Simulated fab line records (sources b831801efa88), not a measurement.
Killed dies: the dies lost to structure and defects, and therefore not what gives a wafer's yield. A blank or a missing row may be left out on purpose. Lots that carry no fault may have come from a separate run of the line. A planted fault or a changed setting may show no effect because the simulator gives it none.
2 desks looking at one fault    flow gf180mcu    each desk has only its own numbers; what lay behind them comes last

## AT THE TOOL OWNER'S DESK: pvd_sputter-04
The tool's own readings at GF_M1_SPUTTER_02 (material AlCu, target thk 450 nm, time 23.9 s): means of the sampled wafers that have a number, for each lot that ran on this tool. Marked OUT: a lot whose mean sits more than 4 standard deviations from the usual mean, which makes it out of limits; the brackets give that distance.
Columns: A = cathode_dc_power_W at GF_M1_SPUTTER_02, usual 10600 W; B = throttle_valve_pct at GF_M1_SPUTTER_02, usual 29.8 %
lot   first seen here  A      B
L445  day 16 20:03     10601  29.1
L452  day 18 22:23     10600  29.0
L455  day 20 06:26     10600  28.9
L458  day 21 09:37     10599  29.1
L460  day 22 01:17     10599  29.7
L467  day 24 07:26     10600  29.0
This desk found nothing out of limits on any of the 6 lots.

## AT THE METROLOGY DESK
Means of the sampled wafers that have a number, per lot and without regard to the tool the lot ran on: this is what the gauges read. Marked OUT: a lot whose mean sits more than 4 standard deviations from the usual mean, which makes it out of limits; the brackets give that distance.
Columns: A = CONTACT_BOW at GF_CONTACT_BOW_MEAS_05, usual 65 um; B = cd_nm at GF_CONTACT_CD_MEAS_14, usual 220.0 nm; C = M1_ALCU_RS at GF_M1_RS_MEAS_05, usual 0.0696 ohm/sq; D = M1_ALCU_THK at GF_M1_THK_MEAS_06, usual 448 nm
lot   first seen here  A   B      C       D
L444  day 15 10:05     60  220.2  0.0698  446
L445  day 15 20:20     68  220.4  0.0694  451
L447  day 16 17:16     61  221.5  0.0702  439
L449  day 17 00:31     64  217.6  0.0682  463
L450  day 17 09:25     62  219.7  0.0696  444
L451  day 17 20:16     58  222.4  0.0692  449
L452  day 17 21:34     62  222.0  0.0697  453
L454  day 18 19:01     62  220.1  0.0696  445
L455  day 19 03:29     61  217.5  0.0698  445
L458  day 20 07:54     71  220.7  0.0678  462
L460  day 20 23:58     67  219.9  0.0687  454
L467  day 23 07:11     64  218.5  0.0686  451
This desk found nothing out of limits on any of the 12 lots.

## ALL TOGETHER
Nothing out of limits was seen by the tool owner's desk.
The metrology desk saw nothing out of limits.

## WHAT HAD BEEN PUT IN BY THE SIMULATOR
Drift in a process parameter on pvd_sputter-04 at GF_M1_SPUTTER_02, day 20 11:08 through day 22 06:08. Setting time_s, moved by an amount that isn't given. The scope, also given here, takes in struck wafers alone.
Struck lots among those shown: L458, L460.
